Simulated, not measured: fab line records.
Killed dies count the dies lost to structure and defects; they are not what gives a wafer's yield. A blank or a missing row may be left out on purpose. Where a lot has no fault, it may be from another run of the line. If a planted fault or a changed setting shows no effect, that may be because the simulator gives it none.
Which of the tools did it? -- flow gf180mcu -- Sampling: 13 lots, 39 wafers, 3 of 602 route steps

== WHAT THE GAUGES SHOWED, per wafer ==
GF_V5_THK_MEAS_01. Usual: for V5_CVD_00_THK the level is 301.4 nm and the standard deviation is 2.8.
lot,measured,on,V5_CVD_00_THK (nm),flag
L181,day 26 00:42,film_metro-04,297.2 301.9 303.0,
L182,day 26 14:36,film_metro-04,302.8 303.7 302.6,
L184,day 27 01:11,film_metro-04,300.5 295.0 298.9,
L186,day 27 19:20,film_metro-04,302.2 298.6 299.4,
L187,day 28 15:02,film_metro-01,305.0 302.3 305.4,
L188,day 28 16:59,film_metro-04,300.3 299.8 299.7,
L189,day 28 21:10,film_metro-04,303.2 301.3 302.3,
L190,day 29 02:23,film_metro-01,305.8 306.5 305.8,
L192,day 29 19:58,film_metro-03,303.2 303.5 302.5,
L194,day 30 07:15,film_metro-04,299.5 301.2 300.8,
L195,day 30 13:08,film_metro-03,307.8 304.8 304.4,
L196,day 30 18:34,film_metro-04,299.6 302.8 301.4,
L197,day 31 04:19,film_metro-01,301.1 298.3 302.8,

== EACH LOT AND THE TOOL THAT RAN IT (in order: tool; ch and the chambers of the sampled wafers; start) ==
lot,GF_MIM_SPUTTER_08,GF_M5_STRIP_11
L181,"pvd_sputter-01, day 24 04:10","plasma_asher-03 ch 0,1, day 26 00:07"
L182,"pvd_sputter-01, day 24 18:58","plasma_asher-04 ch 0,1, day 26 14:02"
L184,"pvd_sputter-02, day 25 05:44","plasma_asher-04 ch 0,1, day 27 00:36"
L186,"pvd_sputter-02, day 25 23:40","plasma_asher-01 ch 0,1, day 27 18:45"
L187,"pvd_sputter-03, day 26 21:10","plasma_asher-03 ch 0,1, day 28 14:25"
L188,"pvd_sputter-01, day 26 23:12","plasma_asher-04 ch 0,1, day 28 16:25"
L189,"pvd_sputter-03, day 27 04:24","plasma_asher-03 ch 0,1, day 28 20:34"
L190,"pvd_sputter-03, day 27 09:04","plasma_asher-04 ch 0,1, day 29 01:48"
L192,"pvd_sputter-03, day 28 04:04","plasma_asher-03 ch 0,1, day 29 19:23"
L194,"pvd_sputter-02, day 28 15:16","plasma_asher-03 ch 0,1, day 30 06:20"
L195,"pvd_sputter-02, day 28 22:14","plasma_asher-01 ch 0,1, day 30 12:31"
L196,"pvd_sputter-03, day 29 04:55","plasma_asher-01 ch 0,1, day 30 17:59"
L197,"pvd_sputter-01, day 29 14:09","plasma_asher-01 ch 0,1, day 31 03:42"
- GF_MIM_SPUTTER_08: material AlCu, target thk 200 nm, time 10.6 s.
- GF_M5_STRIP_11: strips in O2/N2.

== WHAT THE TOOLS THEMSELVES READ (means of the sampled wafers that have a number; where no wafer has one, the mark that the record gives instead) ==
GF_MIM_SPUTTER_08. Usual: throttle_valve_pct reads 30.4 % (standard deviation 0.94).
lot,tool,throttle_valve_pct (%),flag
L181,pvd_sputter-01,30.9,
L182,pvd_sputter-01,30.9,
L184,pvd_sputter-02,30.7,
L186,pvd_sputter-02,30.6,
L187,pvd_sputter-03,29.6,
L188,pvd_sputter-01,31.0,
L189,pvd_sputter-03,29.2,
L190,pvd_sputter-03,29.1,
L192,pvd_sputter-03,29.3,
L194,pvd_sputter-02,31.1,
L195,pvd_sputter-02,30.2,
L196,pvd_sputter-03,28.8,
L197,pvd_sputter-01,30.8,

GF_M5_STRIP_11. Usual: chamber_pressure_mTorr 1500.1 mTorr, standard deviation 1.3; drypump_motor_current_A 5.7 A, standard deviation 0.47; heater_power_w 337 W, standard deviation 30; n2_flow_sccm 300.1 sccm, standard deviation 0.9; oes_product_au 0.524 a.u., standard deviation 0.005; strip_time_to_endpoint_s 7.07 s, standard deviation 0.048.
lot,tool,chamber_pressure_mTorr (mTorr),drypump_motor_current_A (A),heater_power_w (W),n2_flow_sccm (sccm),oes_product_au (a.u.),strip_time_to_endpoint_s (s),flag
L181,plasma_asher-03,1499.6,6.2,320,299.7,0.521,7.04,
L182,plasma_asher-04,1499.4,5.2,349,299.9,0.521,6.98,
L184,plasma_asher-04,1500.2,5.2,345,300.4,0.521,7.06,
L186,plasma_asher-01,1500.2,6.0,314,300.4,0.519,7.02,
L187,plasma_asher-03,1501.0,6.1,320,299.9,0.528,7.08,
L188,plasma_asher-04,1500.3,5.1,364,299.8,0.528,7.12,
L189,plasma_asher-03,1500.3,6.1,351,300.9,0.525,7.05,
L190,plasma_asher-04,1500.7,5.2,342,301.0,0.523,7.10,
L192,plasma_asher-03,1499.8,6.1,345,299.7,0.525,7.06,
L194,plasma_asher-03,1500.1,6.1,349,298.8,0.522,7.13,
L195,plasma_asher-01,1499.0,6.0,316,300.2,0.522,7.04,
L196,plasma_asher-01,1501.0,5.7,315,299.4,0.525,7.05,
L197,plasma_asher-01,1498.7,5.7,317,300.3,0.528,7.08,

== THE ANSWER, worked out from the rows above alone ==
Rule: take the mean of a lot's wafers that have a number; if it is more than 3 standard deviations from the usual mean, the lot is off. A lot without any number at a reading at which 4 lots or more have one is off too. Where the step has rows for the other lots, those lots are counted as sound. Order of review: gauges by route order, followed by the tools' own readings, for which a lot's mean as printed above is used. The first step at which some lot is off is used, and at that step the reading that is off furthest; a lot without a number counts as furthest.
No lot is off at any reading shown: from this, nothing can be told.

== WHAT WAS PUT IN BY THE SIMULATOR ==
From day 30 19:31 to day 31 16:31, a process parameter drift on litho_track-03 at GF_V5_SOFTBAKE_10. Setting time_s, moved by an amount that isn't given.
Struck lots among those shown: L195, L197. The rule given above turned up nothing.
